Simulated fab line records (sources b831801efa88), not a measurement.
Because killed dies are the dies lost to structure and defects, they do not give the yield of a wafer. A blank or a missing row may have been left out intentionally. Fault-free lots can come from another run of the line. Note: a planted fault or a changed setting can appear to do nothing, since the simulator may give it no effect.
Which tool is to blame? :: flow gf180mcu :: 36 wafers from 12 lots sampled at 5 of the route's 602 steps

## WHAT THE GAUGES READ, wafer by wafer
GF_POLY_GATE_THK_MEAS_17.
lot: L433
measured: day 9 16:33
on: filmMetro-03
POLY_GATE_OXIDATION_THK (nm): 3.97 3.93 4.01

lot: L434
measured: day 10 00:47
on: filmMetro-04
POLY_GATE_OXIDATION_THK (nm): 3.86 3.88 4.00

lot: L435
measured: day 10 06:00
on: filmMetro-03
POLY_GATE_OXIDATION_THK (nm): 4.03 3.98 4.04

lot: L439
measured: day 11 05:28
on: filmMetro-04
POLY_GATE_OXIDATION_THK (nm): 3.92 4.10 4.08

lot: L441
measured: day 11 20:55
on: filmMetro-02
POLY_GATE_OXIDATION_THK (nm): 4.01 4.13 4.11

lot: L444
measured: day 13 01:20
on: filmMetro-03
POLY_GATE_OXIDATION_THK (nm): 4.10 4.11 4.10

lot: L447
measured: day 13 17:31
on: filmMetro-03
POLY_GATE_OXIDATION_THK (nm): 4.00 4.06 4.07

lot: L450
measured: day 14 15:46
on: filmMetro-03
POLY_GATE_OXIDATION_THK (nm): 3.95 4.00 3.97

lot: L451
measured: day 15 01:10
on: filmMetro-04
POLY_GATE_OXIDATION_THK (nm): 4.11 4.14 3.99

lot: L453
measured: day 15 18:13
on: filmMetro-04
POLY_GATE_OXIDATION_THK (nm): 4.04 4.06 4.06

lot: L454
measured: day 15 19:28
on: filmMetro-03
POLY_GATE_OXIDATION_THK (nm): 4.02 4.06 4.06

lot: L455
measured: day 16 06:46
on: filmMetro-04
POLY_GATE_OXIDATION_THK (nm): 4.10 4.08 4.03

GF_HV_LDD_RS_MEAS_53: a four-point-probe measurement.
lot: L433
measured: day 12 20:34
on: filmMetro-04
HV_LDD_RS (ohm/sq): 415.7 416.0 415.7

lot: L434
measured: day 13 05:59
on: filmMetro-01
HV_LDD_RS (ohm/sq): 417.7 417.9 418.0

lot: L435
measured: day 13 10:41
on: filmMetro-02
HV_LDD_RS (ohm/sq): 418.3 416.6 417.5

lot: L439
measured: day 14 13:53
on: filmMetro-02
HV_LDD_RS (ohm/sq): 418.0 418.0 417.7

lot: L441
measured: day 15 08:23
on: filmMetro-02
HV_LDD_RS (ohm/sq): 418.8 419.1 417.3

lot: L444
measured: day 16 15:57
on: filmMetro-01
HV_LDD_RS (ohm/sq): - - -

lot: L447
measured: day 17 11:07
on: filmMetro-02
HV_LDD_RS (ohm/sq): - - -

lot: L450
measured: day 18 10:14
on: filmMetro-02
HV_LDD_RS (ohm/sq): 417.5 418.1 417.8

lot: L451
measured: day 18 21:31
on: filmMetro-02
HV_LDD_RS (ohm/sq): 416.3 417.3 416.7

lot: L453
measured: day 19 15:54
on: filmMetro-02
HV_LDD_RS (ohm/sq): 418.1 417.9 418.5

lot: L454
measured: day 19 17:24
on: filmMetro-02
HV_LDD_RS (ohm/sq): 417.2 417.3 417.4

lot: L455
measured: day 20 04:39
on: filmMetro-04
HV_LDD_RS (ohm/sq): 415.3 416.5 415.7

## EACH LOT AND THE TOOL THAT RAN IT (in order: tool; ch and the chambers of the sampled wafers; start)
lot: L433
GF_POLY_GATE_STRIP_14: plasmaAsher-01 ch 0,1, day 9 12:17
GF_HV_LDD_STRIP_10: plasmaAsher-03 ch 0,1, day 10 10:50
GF_HV_LDD_IMPLANT_36: implanter-02 ch 0, day 12 00:15

lot: L434
GF_POLY_GATE_STRIP_14: plasmaAsher-02 ch 0,1, day 9 22:19
GF_HV_LDD_STRIP_10: plasmaAsher-02 ch 0,1, day 10 19:03
GF_HV_LDD_IMPLANT_36: implanter-01 ch 0, day 12 09:25

lot: L435
GF_POLY_GATE_STRIP_14: plasmaAsher-01 ch 0,1, day 10 04:31
GF_HV_LDD_STRIP_10: plasmaAsher-03 ch 0,1, day 11 00:15
GF_HV_LDD_IMPLANT_36: implanter-02 ch 0, day 12 14:21

lot: L439
GF_POLY_GATE_STRIP_14: plasmaAsher-02 ch 1, day 11 04:04
GF_HV_LDD_STRIP_10: plasmaAsher-02 ch 0,1, day 12 00:12
GF_HV_LDD_IMPLANT_36: implanter-01 ch 0, day 13 16:29

lot: L441
GF_POLY_GATE_STRIP_14: plasmaAsher-03 ch 0,1, day 11 19:31
GF_HV_LDD_STRIP_10: plasmaAsher-03 ch 0,1, day 12 17:17
GF_HV_LDD_IMPLANT_36: implanter-03 ch 0, day 14 10:27

lot: L444
GF_POLY_GATE_STRIP_14: plasmaAsher-03 ch 0,1, day 12 22:41
GF_HV_LDD_STRIP_10: plasmaAsher-04 ch 0,1, day 13 21:50
GF_HV_LDD_IMPLANT_36: implanter-01 ch 0, day 15 17:20

lot: L447
GF_POLY_GATE_STRIP_14: plasmaAsher-03 ch 0,1, day 13 15:43
GF_HV_LDD_STRIP_10: plasmaAsher-02 ch 0,1, day 14 15:00
GF_HV_LDD_IMPLANT_36: implanter-01 ch 0, day 16 11:47

lot: L450
GF_POLY_GATE_STRIP_14: plasmaAsher-03 ch 0,1, day 14 13:25
GF_HV_LDD_STRIP_10: plasmaAsher-02 ch 0,1, day 15 13:09
GF_HV_LDD_IMPLANT_36: implanter-03 ch 0, day 17 10:58

lot: L451
GF_POLY_GATE_STRIP_14: plasmaAsher-01 ch 0,1, day 14 21:02
GF_HV_LDD_STRIP_10: plasmaAsher-02 ch 0,1, day 15 23:34
GF_HV_LDD_IMPLANT_36: implanter-03 ch 0, day 17 21:11

lot: L453
GF_POLY_GATE_STRIP_14: plasmaAsher-03 ch 0,1, day 15 15:41
GF_HV_LDD_STRIP_10: plasmaAsher-04 ch 0,1, day 16 16:41
GF_HV_LDD_IMPLANT_36: implanter-03 ch 0, day 18 15:15

lot: L454
GF_POLY_GATE_STRIP_14: plasmaAsher-02 ch 0,1, day 15 17:00
GF_HV_LDD_STRIP_10: plasmaAsher-04 ch 0,1, day 16 18:27
GF_HV_LDD_IMPLANT_36: implanter-02 ch 0, day 18 16:49

lot: L455
GF_POLY_GATE_STRIP_14: plasmaAsher-03 ch 0,1, day 16 05:21
GF_HV_LDD_STRIP_10: plasmaAsher-02 ch 0,1, day 17 05:24
GF_HV_LDD_IMPLANT_36: implanter-03 ch 0, day 19 03:31
- GF_POLY_GATE_STRIP_14: strips in O2/N2.
- GF_HV_LDD_STRIP_10: strips in O2/N2.
- GF_HV_LDD_IMPLANT_36

## WHAT THE TOOLS THEMSELVES READ (means of the sampled wafers that have a number; where no wafer has one, the mark that the record gives instead)
GF_POLY_GATE_STRIP_14.
lot: L433
tool: plasmaAsher-01
drypumpMotorCurrentA (A): 6.0
heaterPowerW (W): 359
oesProductAu (a.u.): 0.505

lot: L434
tool: plasmaAsher-02
drypumpMotorCurrentA (A): 5.4
heaterPowerW (W): 372
oesProductAu (a.u.): 0.506

lot: L435
tool: plasmaAsher-01
drypumpMotorCurrentA (A): 6.2
heaterPowerW (W): 372
oesProductAu (a.u.): 0.499

lot: L439
tool: plasmaAsher-02
drypumpMotorCurrentA (A): 5.6
heaterPowerW (W): 361
oesProductAu (a.u.): 0.503

lot: L441
tool: plasmaAsher-03
drypumpMotorCurrentA (A): 5.4
heaterPowerW (W): 349
oesProductAu (a.u.): 0.507

lot: L444
tool: plasmaAsher-03
drypumpMotorCurrentA (A): 5.4
heaterPowerW (W): 354
oesProductAu (a.u.): 0.499

lot: L447
tool: plasmaAsher-03
drypumpMotorCurrentA (A): 5.4
heaterPowerW (W): 356
oesProductAu (a.u.): 0.506

lot: L450
tool: plasmaAsher-03
drypumpMotorCurrentA (A): 5.4
heaterPowerW (W): 351
oesProductAu (a.u.): 0.505

lot: L451
tool: plasmaAsher-01
drypumpMotorCurrentA (A): 6.2
heaterPowerW (W): 367
oesProductAu (a.u.): 0.506

lot: L453
tool: plasmaAsher-03
drypumpMotorCurrentA (A): 5.0
heaterPowerW (W): 391
oesProductAu (a.u.): 0.503

lot: L454
tool: plasmaAsher-02
drypumpMotorCurrentA (A): 5.5
heaterPowerW (W): 377
oesProductAu (a.u.): 0.502

lot: L455
tool: plasmaAsher-03
drypumpMotorCurrentA (A): 5.0
heaterPowerW (W): 394
oesProductAu (a.u.): 0.504

GF_HV_LDD_STRIP_10.
lot: L433
tool: plasmaAsher-03
drypumpMotorCurrentA (A): 5.4
heaterPowerW (W): 360
oesProductAu (a.u.): 0.714
stripTimeToEndpointS (s): 12.54

lot: L434
tool: plasmaAsher-02
drypumpMotorCurrentA (A): 5.3
heaterPowerW (W): 376
oesProductAu (a.u.): 0.717
stripTimeToEndpointS (s): 12.56

lot: L435
tool: plasmaAsher-03
drypumpMotorCurrentA (A): 5.4
heaterPowerW (W): 359
oesProductAu (a.u.): 0.714
stripTimeToEndpointS (s): 12.62

lot: L439
tool: plasmaAsher-02
drypumpMotorCurrentA (A): 5.4
heaterPowerW (W): 371
oesProductAu (a.u.): 0.717
stripTimeToEndpointS (s): 12.67

lot: L441
tool: plasmaAsher-03
drypumpMotorCurrentA (A): 5.0
heaterPowerW (W): 390
oesProductAu (a.u.): 0.717
stripTimeToEndpointS (s): 12.67

lot: L444
tool: plasmaAsher-04
drypumpMotorCurrentA (A): 5.5
heaterPowerW (W): 325
oesProductAu (a.u.): 0.717
stripTimeToEndpointS (s): 12.62

lot: L447
tool: plasmaAsher-02
drypumpMotorCurrentA (A): 5.5
heaterPowerW (W): 374
oesProductAu (a.u.): 0.711
stripTimeToEndpointS (s): 12.60

lot: L450
tool: plasmaAsher-02
drypumpMotorCurrentA (A): 5.4
heaterPowerW (W): 375
oesProductAu (a.u.): 0.713
stripTimeToEndpointS (s): 12.59

lot: L451
tool: plasmaAsher-02
drypumpMotorCurrentA (A): 5.4
heaterPowerW (W): 380
oesProductAu (a.u.): 0.717
stripTimeToEndpointS (s): 12.61

lot: L453
tool: plasmaAsher-04
drypumpMotorCurrentA (A): 5.7
heaterPowerW (W): 331
oesProductAu (a.u.): 0.715
stripTimeToEndpointS (s): 12.68

lot: L454
tool: plasmaAsher-04
drypumpMotorCurrentA (A): 5.6
heaterPowerW (W): 336
oesProductAu (a.u.): 0.710
stripTimeToEndpointS (s): 12.56

lot: L455
tool: plasmaAsher-02
drypumpMotorCurrentA (A): 5.5
heaterPowerW (W): 369
oesProductAu (a.u.): 0.715
stripTimeToEndpointS (s): 12.59

GF_HV_LDD_IMPLANT_36.
lot: L433
tool: implanter-02
faradayCurrentUA: 42.0
tiltDeg (degrees): 29.958

lot: L434
tool: implanter-01
faradayCurrentUA: 42.2
tiltDeg (degrees): 29.986

lot: L435
tool: implanter-02
faradayCurrentUA: 42.0
tiltDeg (degrees): 30.029

lot: L439
tool: implanter-01
faradayCurrentUA: 42.3
tiltDeg (degrees): 29.987

lot: L441
tool: implanter-03
faradayCurrentUA: 42.4
tiltDeg (degrees): 30.000

lot: L444
tool: implanter-01
faradayCurrentUA: 42.3
tiltDeg (degrees): 28.127

lot: L447
tool: implanter-01
faradayCurrentUA: 42.2
tiltDeg (degrees): 28.127

lot: L450
tool: implanter-03
faradayCurrentUA: 42.5
tiltDeg (degrees): 29.970

lot: L451
tool: implanter-03
faradayCurrentUA: 42.3
tiltDeg (degrees): 29.987

lot: L453
tool: implanter-03
faradayCurrentUA: 42.2
tiltDeg (degrees): 30.004

lot: L454
tool: implanter-02
faradayCurrentUA: 41.0
tiltDeg (degrees): 30.005

lot: L455
tool: implanter-03
faradayCurrentUA: 42.4
tiltDeg (degrees): 30.014

## THE ANSWER, worked out from the rows above alone
Rule: the usual values come from the lots themselves. Put in order of their means at a reading, lots are off if they are a third of the lots or fewer, leave a main group of 4 or more, and stand apart from it by a gap of 3 or more times the standard deviation of the main group's means; of several such gaps the widest counts. If all means in a main group match to the digits the tables above print for the reading, that group is not used. A lot without any number at a reading at which 4 lots or more have one is off too. Where the step has rows for the other lots, those lots are counted as sound. The gauges are gone through in route order, then the tools' own readings, and for those a lot's mean is taken as printed above. The first step at which some lot is off is used, and at that step the reading that is off furthest; a lot without a number counts as furthest.
Off: L444, L447, at GF_HV_LDD_RS_MEAS_53 (HV_LDD_RS). Without a number there: L444, L447. Main group: mean 417.3 ohm/sq, sd 0.87.
If a tool, at a process step before that reading, ran all the lots that are off and no sound lot after the first of them, it fits. Not tried: the gauges at GF_HV_LDD_RS_MEAS_53; whatever is off there is also off at GF_HV_LDD_IMPLANT_36, on other tools, and gauge error can't account for it. One candidate fits, namely implanter-01 at GF_HV_LDD_IMPLANT_36. A fault onset in the window from L439 (day 13 16:29, its last sound lot) to L444 (day 15 17:20, its first lot off) fits.
The tool's own readings at GF_HV_LDD_IMPLANT_36 bear it out: on the lots that are off they differ by more than 5 times the standard deviation of the sound lots' means. tiltDeg reads 28.127 degrees there against 29.994 degrees on the sound lots.

## WHAT THE SIMULATOR HAD INSERTED
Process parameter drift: implanter-01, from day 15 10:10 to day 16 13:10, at GF_HV_LDD_IMPLANT_36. Setting tiltDeg, moved by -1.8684, from 30. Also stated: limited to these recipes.
Shown lots that were struck: L444, L447. The same result came from the rule above.
